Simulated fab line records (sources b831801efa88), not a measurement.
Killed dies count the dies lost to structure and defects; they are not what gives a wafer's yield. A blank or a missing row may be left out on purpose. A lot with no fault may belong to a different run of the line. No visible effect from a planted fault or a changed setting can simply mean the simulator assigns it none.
Chamber matching    flow sfq_line    SFQ_TRILAYER_I0_CMP_CMP_028 on cmp-02: 4 sister chambers
The step polishes SiO2. 4 wafers are shown with their chamber, then 7 later ones without.

== WAFERS WITH THEIR CHAMBER ==
wafer   chamber  motor_current_A (A)
L816.3  1        10.2
L821.2  3        9.3
L823.4  0        9.6
L823.2  2        10.8

== WAFERS WITHOUT THEIR CHAMBER ==
wafer   motor_current_A (A)
L823.6  9.7
L826.1  10.1
L826.2  10.3
L826.5  9.8
L829.3  10.7
L829.2  9.6
L829.6  10.1

== CHAMBER TAKEN BY EACH ==
wafer    from the rows above       in truth
L823.6   0                         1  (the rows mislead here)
L826.1   1                         1
L826.2   1                         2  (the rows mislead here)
L826.5   can't be placed: 0 or 1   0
L829.3   2                         2
L829.2   0                         0
L829.6   1                         1
Correctly placed: 4 of 7. Can't be placed from these rows: 1 (the true chamber is among the candidates in 1). Number placed wrongly: 2.
How it was worked out, from the rows above alone: a wafer's distance from a chamber is the root of the sum, over the readings, of the square of ((its reading less the chamber's mean) divided by the reading's scatter). The wafer belongs to the nearest chamber; if the next one is less than 2 further off, it can't be placed. The mean given for a chamber averages the wafers shown for that chamber. The scatter: with one shown wafer a chamber, the root of the mean of the squares of how far each hidden wafer lies from its nearest shown one.
